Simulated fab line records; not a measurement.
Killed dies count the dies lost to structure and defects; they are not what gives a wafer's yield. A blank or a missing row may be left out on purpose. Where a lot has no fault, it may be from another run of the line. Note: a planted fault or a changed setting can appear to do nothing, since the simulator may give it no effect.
2 desks looking at one fault :: flow sky130 :: every desk sees just its own numbers, and what lay behind them comes last

## FOR THE TOOL OWNER'S DESK: pvd_sputter-02
The tool's own readings at SKY_METAL5_SPUTTER_02 (material AlCu, target thk 1150 nm, time 61.2 s): means of the sampled wafers that have a number, for each lot that ran on this tool. The brackets show how far a lot's mean lies from the usual mean; more than 4 standard deviations puts the lot out of limits, marked OUT.
Columns: A = chamber_pressure_pa at SKY_METAL5_SPUTTER_02, usual 0.4001 Pa; B = throttle_valve_pct at SKY_METAL5_SPUTTER_02, usual 29.9 %
lot: L979
first seen here: day 45 09:27
A: 0.3997
B: 30.3

lot: L981
first seen here: day 45 10:03
A: 0.4009
B: 31.0

lot: L982
first seen here: day 45 12:46
A: 0.3998
B: 30.3

lot: L986
first seen here: day 46 16:00
A: 0.3998
B: 30.1

lot: L991
first seen here: day 48 07:18
A: 0.4186 (+25) OUT
B: 29.1

lot: L992
first seen here: day 48 18:42
A: 0.4367 (+49) OUT
B: 29.6
This desk's verdict: out of limits on L991, L992, starting with L991 at day 48 07:18 (chamber_pressure_pa at SKY_METAL5_SPUTTER_02). L979, L981, L982, L986 stayed within limits.

## THE METROLOGY DESK
Lot by lot, what the gauges showed, no matter which tool ran the lot: averages of those sampled wafers that carry a number. The brackets show how far a lot's mean lies from the usual mean; more than 4 standard deviations puts the lot out of limits, marked OUT.
Columns: A = CAP2M_OVL at SKY_CAP2M_OVL_MEAS_12, usual 0.3 nm; B = METAL4_OVL at SKY_METAL4_OVL_MEAS_14, usual -1 nm; C = METAL5_ALCU_RS at SKY_METAL5_RS_MEAS_05, usual 0.02699 ohm/sq
lot: L973
first seen here: day 41 16:58
A: 0.9
B: -2
C: 0.02723

lot: L977
first seen here: day 42 08:46
A: 0.8
B: -3
C: 0.02690

lot: L978
first seen here: day 43 06:07
A: -0.2
B: -7
C: 0.02682

lot: L979
first seen here: day 43 09:01
A: 1.2
B: -0
C: 0.02721

lot: L981
first seen here: day 43 10:14
A: 0.4
B: 1
C: 0.02724

lot: L982
first seen here: day 43 12:52
A: 0.2
B: 3
C: 0.02708

lot: L984
first seen here: day 44 12:02
A: -1.5
B: -11
C: 0.02730

lot: L986
first seen here: day 44 19:13
A: 0.5
B: -0
C: 0.02750

lot: L989
first seen here: day 45 12:44
A: 0.8
B: 1
C: 0.02658

lot: L990
first seen here: day 46 08:31
A: 1.1
B: 6
C: 0.02682

lot: L991
first seen here: day 46 11:31
A: 2.6
B: 2
C: 0.02720

lot: L992
first seen here: day 47 00:37
A: -0.0
B: -4
C: 0.02762
This desk's verdict: no lot among the 12 shows anything out of limits.

## PUT TOGETHER
On L991, L992, at day 48 07:18, an alarm was possible from the tool owner's desk.
Nothing out of limits was seen by the metrology desk.
The metrology desk holds a record of L991, L992, inside its limits.
The lots listed all ran SKY_METAL5_SPUTTER_02 on pvd_sputter-02.

## WHAT HAD BEEN PUT IN BY THE SIMULATOR
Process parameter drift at SKY_METAL5_SPUTTER_02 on pvd_sputter-02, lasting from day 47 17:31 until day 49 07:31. The setting chamber_pressure_pa was moved by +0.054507, starting from 0.4. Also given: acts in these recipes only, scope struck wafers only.
Shown lots that were struck: L991, L992.
Delay in hours, fault start to first out-of-limits reading, by desk: the tool owner's desk at 14.
